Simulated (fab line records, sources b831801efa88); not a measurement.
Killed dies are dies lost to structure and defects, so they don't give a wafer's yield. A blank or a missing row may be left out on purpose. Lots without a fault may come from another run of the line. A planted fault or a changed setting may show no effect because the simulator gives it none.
fab line records | flow sky130 | part 1 of 2: steps 1 to 27 of 39
record lots=5 wafers=15 last_day=50
route steps=708 shown POLY_GATE@204 RES_PROTECT@206 LDD_N@237
lots that met no fault: from a run of the same line without faults
start_h: hours from the record's first day to the start of the lot's first wafer shown | wait_h: hours since the lot's step before | " the same as in the row above | L1.1+2: a row that stands for several wafers | - no value, or no start given | * or withheld: withheld | < > ~ a bound
route shown NAME@n: a module of which the file shows steps, and the number in the route of the first | usual: mean/standard deviation of fault-free wafers | same: alike in all rows | chamber/n: place in a boat | sites: the reading at each site | _std_site: their standard deviation | _edge_site: outer sites' mean less inner sites' | radius_mm: how far each site lies from the wafer's centre | mask NAME#n: copy n | behind: the tool/chamber that last shaped the wafer | hold: why the lot was held/for how many hours/how that ended | device: the transistor (n, p or np) that didn't switch | end of line: the same wafers' tests at the end of the route | a step without rows: its recipe alone | killed: dies lost to structure and defects at the first sort, not the wafer's yield | map: a wafer's dies, x killed, . not, _ none there
set.NAME: the setting as run; set.NAME@STEP: as run at that earlier step | model.NAME: the simulator's own value behind a step, which no gauge read
lots at some steps of the route; a table a step, a row a wafer
services: from which hour (start_h, from the record's first day; less than 0 if before it) a tool's chamber was out of use, for how many hours, and why
## steps
# step SKY_POLY_GATE_CVD_00
# recipe material=poly-Si target_thk_nm=180 temp_c=620 time_s=720 pressure_mtorr=200
# usual spike_tc_top_C=640.9/1.6 zone_power_bottom_pct=14.9/1.4
# columns lot.wafer tool chamber start_h wait_h spike_tc_top_C zone_power_bottom_pct
L081.1 lpcvd-01 1 373.26 0.0 640.8 16.5
L081.4 " 1 " " 640.7 15.9
L081.5 " 1 " " 638.0 16.2
L085.2 lpcvd-01 1 409.10 0.0 639.9 16.1
L085.4 " 1 " " 638.5 16.1
L085.5 " 1 " " 638.2 16.2
L091.1 lpcvd-01 1 467.74 0.0 639.9 15.9
L091.2 " 1 " " 639.0 16.0
L091.6 " 1 " " 640.5 16.2
L093.2 lpcvd-01 0 474.44 0.0 643.2 13.2
L093.4 " 0 " " 644.3 13.2
L093.5 " 0 " " 642.4 13.4
L094.1 lpcvd-01 1 504.14 0.0 640.4 15.9
L094.4 " 1 " " 640.3 15.9
L094.6 " 1 " " 638.8 16.3
# step SKY_POLY_GATE_THK_MEAS_01
# recipe reads=poly-Si_of_POLY_GATE_CVD_00
# usual POLY_GATE_CVD_00_THK=180.6/1.8
# columns lot.wafer tool chamber start_h wait_h POLY_GATE_CVD_00_THK[nm]
L081.1 film_metro-04 - 375.06 0.0 184.1
L081.4 " - " " 185.9
L081.5 " - " " 184.0
L085.2 film_metro-01 - 410.31 0.0 181.7
L085.4 " - " " 181.8
L085.5 " - " " 179.8
L091.1 film_metro-04 - 468.94 0.0 180.9
L091.2 " - " " 182.3
L091.6 " - " " 181.4
L093.2 film_metro-02 - 475.65 0.0 179.7
L093.4 " - " " 178.9
L093.5 " - " " 182.3
L094.1 film_metro-01 - 505.34 0.0 181.4
L094.4 " - " " 181.3
L094.6 " - " " 180.5
# step SKY_RES_PROTECT_DEHYDRATE_00
# recipe temp_c=200 time_s=60
# columns lot.wafer tool chamber start_h wait_h
L081.1+4+5 litho_track-03 0 387.73 12.7
L085.2+4+5 litho_track-02 0 424.13 13.8
L091.1+2+6 litho_track-04 0 484.21 15.3
L093.2+4+5 litho_track-02 0 490.08 14.4
L094.1+4+6 litho_track-03 0 519.98 14.6
# step SKY_RES_PROTECT_HMDS_01
# recipe prime_time_s=60 prime_temp_c=120
# columns lot.wafer tool chamber start_h wait_h
L081.1+4+5 litho_track-03 0 387.88 0.1
L085.2+4+5 litho_track-02 0 424.28 0.1
L091.1+2+6 litho_track-04 0 484.36 0.1
L093.2+4+5 litho_track-02 0 490.23 0.1
L094.1+4+6 litho_track-03 0 520.13 0.1
# step SKY_RES_PROTECT_COAT_02
# recipe resist=NOVOLAK spin_rpm=3000 resist_thk_nm=1140
# usual dispense_pressure_kPa=48.3/2.4
# columns lot.wafer tool chamber start_h wait_h dispense_pressure_kPa
L081.1 litho_track-03 0 388.03 0.1 48.0
L081.4 " 0 " " 48.0
L081.5 " 0 " " 48.0
L085.2 litho_track-02 0 424.43 0.1 51.8
L085.4 " 0 " " 51.8
L085.5 " 0 " " 51.8
L091.1 litho_track-04 0 484.51 0.1 45.7
L091.2 " 0 " " 45.7
L091.6 " 0 " " 45.7
L093.2 litho_track-02 0 490.38 0.1 51.8
L093.4 " 0 " " 51.8
L093.5 " 0 " " 51.8
L094.1 litho_track-03 0 520.28 0.1 48.0
L094.4 " 0 " " 48.0
L094.6 " 0 " " 48.0
# step SKY_RES_PROTECT_SOFTBAKE_03
# recipe temp_c=90 time_s=60 resist=NOVOLAK
# columns lot.wafer tool chamber start_h wait_h
L081.1+4+5 litho_track-03 0 388.18 0.1
L085.2+4+5 litho_track-02 0 424.58 0.1
L091.1+2+6 litho_track-04 0 484.66 0.1
L093.2+4+5 litho_track-02 0 490.53 0.1
L094.1+4+6 litho_track-03 0 520.43 0.1
# step SKY_RES_PROTECT_EXPOSE_04
# recipe mask_id=RPM na=0.6 source_shape=conventional sigma_outer=0.6 polarization=unpolarized target_cd_nm=1270 dose_mj=131
# usual focus_offset_nm=0.1/0.57 stage_vel_mm_s=499.97/0.28
# columns lot.wafer tool chamber start_h wait_h mask focus_offset_nm stage_vel_mm_s
L081.1 iline_stepper-01 0 - - RPM#0 0.0 499.90
L081.4 " 0 " " RPM#0 0.1 500.09
L081.5 " 0 " " RPM#0 0.4 499.68
L085.2 iline_stepper-02 0 - - RPM#0 -0.8 499.83
L085.4 " 0 " " RPM#0 -0.5 500.26
L085.5 " 0 " " RPM#0 -0.5 500.24
L091.1 iline_stepper-02 0 - - RPM#0 0.2 500.02
L091.2 " 0 " " RPM#0 -0.2 499.95
L091.6 " 0 " " RPM#0 0.1 499.79
L093.2 iline_stepper-02 0 - - RPM#0 1.1 500.12
L093.4 " 0 " " RPM#0 1.0 499.89
L093.5 " 0 " " RPM#0 0.9 500.07
L094.1 iline_stepper-02 0 - - RPM#0 0.4 499.34
L094.4 " 0 " " RPM#0 -0.1 499.55
L094.6 " 0 " " RPM#0 1.3 499.82
# step SKY_RES_PROTECT_PEB_05
# recipe temp_c=withheld time_s=* resist=NOVOLAK
# columns lot.wafer tool chamber start_h wait_h
L081.1+4+5 litho_track-04 0 - -
L085.2+4+5 litho_track-02 0 - -
L091.1+2+6 litho_track-02 0 - -
L093.2+4+5 litho_track-04 0 - -
L094.1+4+6 litho_track-04 0 - -
# step SKY_RES_PROTECT_DEVELOP_06
# recipe resist=NOVOLAK developer=TMAH develop_time_s=60 dev_temp_c=23
# columns lot.wafer tool chamber start_h wait_h
L081.1+4+5 litho_track-04 0 402.51 0.1
L085.2+4+5 litho_track-02 0 440.18 0.1
L091.1+2+6 litho_track-02 0 499.10 0.1
L093.2+4+5 litho_track-04 0 505.69 0.1
L094.1+4+6 litho_track-04 0 535.21 0.1
# step SKY_POLY_GATE_IMPLANT_02
# recipe species=P energy_kev=30 dose_cm2=7.7e+15 tilt_deg=0
# columns lot.wafer tool chamber start_h wait_h
L081.1+4+5 implanter-03 0 402.66 0.1
L085.2+4+5 implanter-01 0 440.33 0.1
L091.1+2+6 implanter-02 0 499.25 0.1
L093.2+4+5 implanter-03 0 505.84 0.1
L094.1+4+6 implanter-03 0 535.36 0.1
# step SKY_RES_PROTECT_STRIP_07
# recipe chemistry=O2/N2 power_w=1400 pressure_mtorr=1500 platen_temp_c=withheld o2_flow_sccm=3000 n2_flow_sccm=300 overash_fraction=0.5
# usual drypump_motor_current_A=5.73/0.3 oes_product_au=0.517/0.0047 strip_time_to_endpoint_s=23.29/0.039
# columns lot.wafer tool chamber start_h wait_h drypump_motor_current_A oes_product_au rf_hours_counter_h strip_time_to_endpoint_s
L081.1 plasma_asher-02 0 402.81 0.1 6.12 0.518 58 23.31
L081.4 " 0 " " 6.11 0.519 - 23.28
L081.5 " 0 " " 6.12 0.520 - 23.30
L085.2 plasma_asher-03 0 440.45 0.1 6.12 0.516 1 23.26
L085.4 " 0 " " 6.11 0.518 - 23.26
L085.5 " 1 " " 5.69 0.516 - 23.27
L091.1 plasma_asher-01 1 499.40 0.1 5.30 0.516 40 23.27
L091.2 " 0 " " 5.78 0.518 40 23.34
L091.6 " 0 " " 5.75 0.516 - 23.34
L093.2 plasma_asher-02 1 505.96 0.1 5.46 0.519 67 23.30
L093.4 " 1 " " 5.48 0.524 - 23.34
L093.5 " 1 " " 5.48 0.511 - 23.28
L094.1 plasma_asher-01 1 535.51 0.1 5.28 0.513 43 23.27
L094.4 " 0 " " 5.77 0.520 - 23.27
L094.6 " 1 " " 5.31 0.507 - 23.25
# step SKY_RES_PROTECT_TW_MEAS_08
# usual POLY_GATE_TW=4089/41
# columns lot.wafer tool chamber start_h wait_h POLY_GATE_TW
L081.1 film_metro-03 - 402.91 0.1 4014
L081.4 " - " " 4007
L081.5 " - " " 4004
L085.2 film_metro-02 - 440.56 0.1 4095
L085.4 " - " " 4078
L085.5 " - " " 4084
L091.1 film_metro-02 - 499.50 0.1 4092
L091.2 " - " " 4099
L091.6 " - " " 4090
L093.2 film_metro-03 - 506.07 0.1 4028
L093.4 " - " " 4015
L093.5 " - " " 4032
L094.1 film_metro-02 - 535.61 0.1 4092
L094.4 " - " " 4096
L094.6 " - " " 4085
# step SKY_RES_PROTECT_CLEAN_09
# recipe chemistry=SC1/SC2 mix=1:4:20 temp_c=70 time_s=150 dry=n2_spin
# columns lot.wafer tool chamber start_h wait_h
L081.1+4+5 wet_bench-03 2 402.97 0.1
L085.2+4+5 wet_bench-04 1 440.61 0.0
L091.1+2+6 wet_bench-04 2 499.56 0.1
L093.2+4+5 wet_bench-02 1 506.12 0.0
L094.1+4+6 wet_bench-04 2 535.67 0.1
# step SKY_POLY_GATE_CVD_03
# recipe material=Si3N4 precursor=DCS/NH3 target_thk_nm=75 temp_c=770 time_s=1290 pressure_mtorr=250
# usual spike_tc_top_C=785.0/2.4 zone_power_bottom_pct=18.77/0.28
# columns lot.wafer tool chamber start_h wait_h spike_tc_top_C zone_power_bottom_pct
L081.1 lpcvd-02 1 405.50 2.5 782.5 18.94
L081.4 " 1 " " 782.7 18.29
L081.5 " 1 " " 784.3 18.68
L085.2 lpcvd-02 0 441.94 1.3 788.3 18.77
L085.4 " 0 " " 786.7 18.88
L085.5 " 0 " " 788.1 19.42
L091.1 lpcvd-02 0 500.78 1.2 787.8 19.01
L091.2 " 0 " " 787.8 19.28
L091.6 " 0 " " 786.7 19.00
L093.2 lpcvd-02 1 506.17 0.0 783.6 18.82
L093.4 " 1 " " 782.2 18.44
L093.5 " 1 " " 785.0 18.73
L094.1 lpcvd-02 1 535.72 0.0 784.2 18.65
L094.4 " 1 " " 782.9 18.68
L094.6 " 1 " " 782.7 18.54
# step SKY_POLY_GATE_THK_MEAS_04
# recipe reads=Si3N4_of_POLY_GATE_CVD_03
# usual POLY_GATE_CVD_03_THK=75.2/0.64
# columns lot.wafer tool chamber start_h wait_h POLY_GATE_CVD_03_THK[nm]
L081.1 film_metro-01 - 406.86 0.0 75.1
L081.4 " - " " 74.3
L081.5 " - " " 74.7
L085.2 film_metro-04 - 443.30 0.0 75.3
L085.4 " - " " 75.0
L085.5 " - " " 75.2
L091.1 film_metro-04 - 502.14 0.0 75.2
L091.2 " - " " 75.1
L091.6 " - " " 75.3
L093.2 film_metro-02 - 507.54 0.0 75.8
L093.4 " - " " 76.0
L093.5 " - " " 76.0
L094.1 film_metro-01 - 537.08 0.0 75.1
L094.4 " - " " 75.2
L094.6 " - " " 74.6
# step SKY_POLY_GATE_DEHYDRATE_05
# recipe temp_c=200 time_s=60
# columns lot.wafer tool chamber start_h wait_h
L081.1+4+5 litho_track-02 0 421.15 14.3
L085.2+4+5 litho_track-02 0 458.18 14.9
L091.1+2+6 litho_track-04 0 516.91 14.8
L093.2+4+5 litho_track-02 0 522.03 14.5
L094.1+4+6 litho_track-04 0 551.56 14.5
# step SKY_POLY_GATE_HMDS_06
# recipe prime_time_s=60 prime_temp_c=120
# columns lot.wafer tool chamber start_h wait_h
L081.1+4+5 litho_track-02 0 421.30 0.1
L085.2+4+5 litho_track-02 0 458.33 0.1
L091.1+2+6 litho_track-04 0 517.06 0.1
L093.2+4+5 litho_track-02 0 522.18 0.1
L094.1+4+6 litho_track-04 0 551.71 0.1
# step SKY_POLY_GATE_COAT_07
# recipe resist=BARC temp_c=withheld time_s=withheld spin_rpm=3000 resist_thk_nm=110
# usual dispense_pressure_kPa=49.2/2.8
# columns lot.wafer tool chamber start_h wait_h dispense_pressure_kPa
L081.1 litho_track-02 0 421.45 0.1 51.8
L081.4 " 0 " " 51.8
L081.5 " 0 " " 51.8
L085.2 litho_track-02 0 458.48 0.1 51.8
L085.4 " 0 " " 51.9
L085.5 " 0 " " 51.8
L091.1 litho_track-04 0 517.21 0.1 45.7
L091.2 " 0 " " 45.7
L091.6 " 0 " " 45.7
L093.2 litho_track-02 0 522.33 0.1 51.9
L093.4 " 0 " " 51.8
L093.5 " 0 " " 51.8
L094.1 litho_track-04 0 551.86 0.1 45.7
L094.4 " 0 " " 45.7
L094.6 " 0 " " 45.7
# step SKY_POLY_GATE_COAT_08
# recipe resist=KrF-thick spin_rpm=3000 resist_thk_nm=450
# usual dispense_pressure_kPa=49.2/2.8
# columns lot.wafer tool chamber start_h wait_h dispense_pressure_kPa
L081.1 litho_track-02 0 - - 51.8
L081.4 " 0 " " 51.9
L081.5 " 0 " " 51.8
L085.2 litho_track-02 0 - - 51.8
L085.4 " 0 " " 51.9
L085.5 " 0 " " 51.8
L091.1 litho_track-04 0 - - 45.7
L091.2 " 0 " " 45.7
L091.6 " 0 " " 45.7
L093.2 litho_track-02 0 - - 51.8
L093.4 " 0 " " 51.8
L093.5 " 0 " " 51.8
L094.1 litho_track-04 0 - - 45.7
L094.4 " 0 " " 45.7
L094.6 " 0 " " 45.7
# step SKY_POLY_GATE_SOFTBAKE_09
# recipe temp_c=100 time_s=90 resist=KrF-thick
# columns lot.wafer tool chamber start_h wait_h
L081.1+4+5 litho_track-02 0 - -
L085.2+4+5 litho_track-02 0 - -
L091.1+2+6 litho_track-04 0 - -
L093.2+4+5 litho_track-02 0 - -
L094.1+4+6 litho_track-04 0 - -
# step SKY_POLY_GATE_EXPOSE_10
# recipe mask_id=P1M na=0.68 source_shape=conventional sigma_outer=0.6 target_cd_nm=150 dose_mj=28
# usual focus_offset_nm=-0.1/0.52 stage_vel_mm_s=500.01/0.23
# columns lot.wafer tool chamber start_h wait_h mask focus_offset_nm stage_vel_mm_s
L081.1 krf_scanner-02 0 - - P1M#0 -0.9 499.94
L081.4 " 0 " " P1M#0 0.1 499.86
L081.5 " 0 " " P1M#0 -0.3 500.27
L085.2 krf_scanner-02 0 - - P1M#0 0.8 500.08
L085.4 " 0 " " P1M#0 0.6 500.05
L085.5 " 0 " " P1M#0 0.6 500.27
L091.1 krf_scanner-02 0 - - P1M#0 -0.6 500.30
L091.2 " 0 " " P1M#0 -1.2 499.91
L091.6 " 0 " " P1M#0 -0.3 499.82
L093.2 krf_scanner-01 0 - - P1M#0 -0.6 499.78
L093.4 " 0 " " P1M#0 0.5 499.81
L093.5 " 0 " " P1M#0 -0.3 500.02
L094.1 krf_scanner-01 0 - - P1M#0 -0.2 500.18
L094.4 " 0 " " P1M#0 -0.2 500.32
L094.6 " 0 " " P1M#0 -1.2 500.41
# step SKY_POLY_GATE_PEB_11
# recipe peb_temp_c=withheld peb_time_s=withheld resist=KrF-thick
# columns lot.wafer tool chamber start_h wait_h
L081.1+4+5 litho_track-01 0 - -
L085.2+4+5 litho_track-01 0 - -
L091.1+2+6 litho_track-04 0 - -
L093.2+4+5 litho_track-02 0 - -
L094.1+4+6 litho_track-02 0 - -
# step SKY_POLY_GATE_DEVELOP_12
# recipe develop_time_s=60 resist=KrF-thick dev_temp_c=21
# columns lot.wafer tool chamber start_h wait_h
L081.1+4+5 litho_track-01 0 - -
L085.2+4+5 litho_track-01 0 - -
L091.1+2+6 litho_track-04 0 - -
L093.2+4+5 litho_track-02 0 - -
L094.1+4+6 litho_track-02 0 - -
# step SKY_POLY_GATE_CD_MEAS_13
# recipe target_cd_nm=150
# usual cd_nm=150.5/1.1
# columns lot.wafer tool chamber start_h wait_h cd_nm
L081.1 cd_sem-01 - 437.36 - 149.9
L081.4 " - " " 148.9
L081.5 " - " " 148.3
L085.2 cd_sem-02 - 474.87 - 150.2
L085.4 " - " " 152.4
L085.5 " - " " 152.4
L091.1 cd_sem-02 - 532.86 - 150.1
L091.2 " - " " 151.7
L091.6 " - " " 149.5
L093.2 cd_sem-01 - 538.07 - 152.9
L093.4 " - " " 150.9
L093.5 " - " " 151.7
L094.1 cd_sem-01 - 566.75 - 151.1
L094.4 " - " " 149.3
L094.6 " - " " 151.0
# step SKY_POLY_GATE_OVL_MEAS_14
# usual POLY_GATE_OVL=3/4.9
# columns lot.wafer tool chamber start_h wait_h POLY_GATE_OVL[nm]
L081.1 overlay-01 - 437.48 0.1 8
L081.4 " - " " 2
L081.5 " - " " 2
L085.2 overlay-02 - 474.98 0.1 -2
L085.4 " - " " -3
L085.5 " - " " 2
L091.1 overlay-02 - 532.98 0.1 2
L091.2 " - " " 9
L091.6 " - " " 6
L093.2 overlay-01 - 538.18 0.1 -3
L093.4 " - " " -4
L093.5 " - " " -3
L094.1 overlay-02 - 566.87 0.1 2
L094.4 " - " " 9
L094.6 " - " " 12
# step SKY_POLY_GATE_ETCH_15
# recipe chemistry=N2/H2 target=BARC ion_energy_ev=200 source_w=500 bias_w=100 pressure_mtorr=30 n2_flow_sccm=100 h2_flow_sccm=200 stop_on=SiO2 time_s=118.5 target_depth_a=1100
# usual drypump_motor_current_A=5.8/0.41 h2_flow_sccm=200.0/0.55 oes_product_au=0.717/0.005 throttle_valve_pct=13.213/0.0091
# columns lot.wafer tool chamber start_h wait_h drypump_motor_current_A h2_flow_sccm oes_product_au rf_hours_counter_h throttle_valve_pct
L081.1 rie_diel-01 3 437.51 0.0 4.7 200.6 0.724 6 13.215
L081.4 " 2 " " 6.2 199.8 0.718 1 13.209
L081.5 " 3 " " 4.7 200.0 0.717 - 13.220
L085.2 rie_diel-02 2 475.01 0.0 5.6 199.6 0.708 6 13.199
L085.4 " 1 " " 5.7 199.0 0.715 8 13.223
L085.5 " 0 " " 6.0 199.5 0.720 - 13.186
L091.1 rie_diel-03 1 533.02 0.0 6.0 199.9 0.715 18 13.222
L091.2 " 3 " " 5.4 200.5 0.720 10 13.211
L091.6 " 1 " " 6.0 199.8 0.711 - 13.204
L093.2 rie_diel-03 0 538.21 0.0 6.2 200.8 0.720 14 13.222
L093.4 " 1 " " 5.9 199.2 0.710 - 13.205
L093.5 " 0 " " 6.2 200.6 0.715 - 13.217
L094.1 rie_diel-03 0 566.91 0.0 6.2 200.6 0.723 15 13.217
L094.4 " 3 " " 5.4 200.1 0.720 - 13.219
L094.6 " 1 " " 6.0 198.9 0.724 - 13.188
# step SKY_POLY_GATE_ETCH_16
# recipe stop_on=poly-Si chemistry=CH3F/O2 target=Si3N4 source_w=400 bias_w=80 pressure_mtorr=25 ch3f_flow_sccm=40 O2_flow_sccm=30 time_s=147.5 target_depth_a=750
# usual O2_flow_sccm=30.01/0.088 drypump_motor_current_A=5.8/0.41 oes_product_au=0.641/0.0051 throttle_valve_pct=10.537/0.0092
# columns lot.wafer tool chamber start_h wait_h O2_flow_sccm drypump_motor_current_A oes_product_au rf_hours_counter_h throttle_valve_pct
L081.1 rie_diel-01 3 437.59 0.0 30.03 4.7 0.636 6 10.542
L081.4 " 2 " " 30.22 6.2 0.638 1 10.546
L081.5 " 3 " " 29.88 4.7 0.636 - 10.547
L085.2 rie_diel-02 2 475.09 0.0 29.98 5.5 0.643 6 10.525
L085.4 " 1 " " 30.08 5.7 0.638 8 10.537
L085.5 " 0 " " 30.11 6.0 0.645 - 10.524
L091.1 rie_diel-03 1 533.10 0.0 29.87 6.0 0.646 18 10.540
L091.2 " 3 " " 29.88 5.4 0.643 11 10.547
L091.6 " 1 " " 29.92 6.0 0.641 - 10.524
L093.2 rie_diel-03 0 538.29 0.0 30.07 6.2 0.649 14 10.528
L093.4 " 1 " " 29.96 6.0 0.641 - 10.540
L093.5 " 0 " " 30.05 6.2 0.641 - 10.537
L094.1 rie_diel-03 0 566.99 0.0 30.14 6.2 0.639 15 10.540
L094.4 " 3 " " 29.98 5.4 0.644 - 10.537
L094.6 " 1 " " 30.04 6.0 0.647 - 10.529
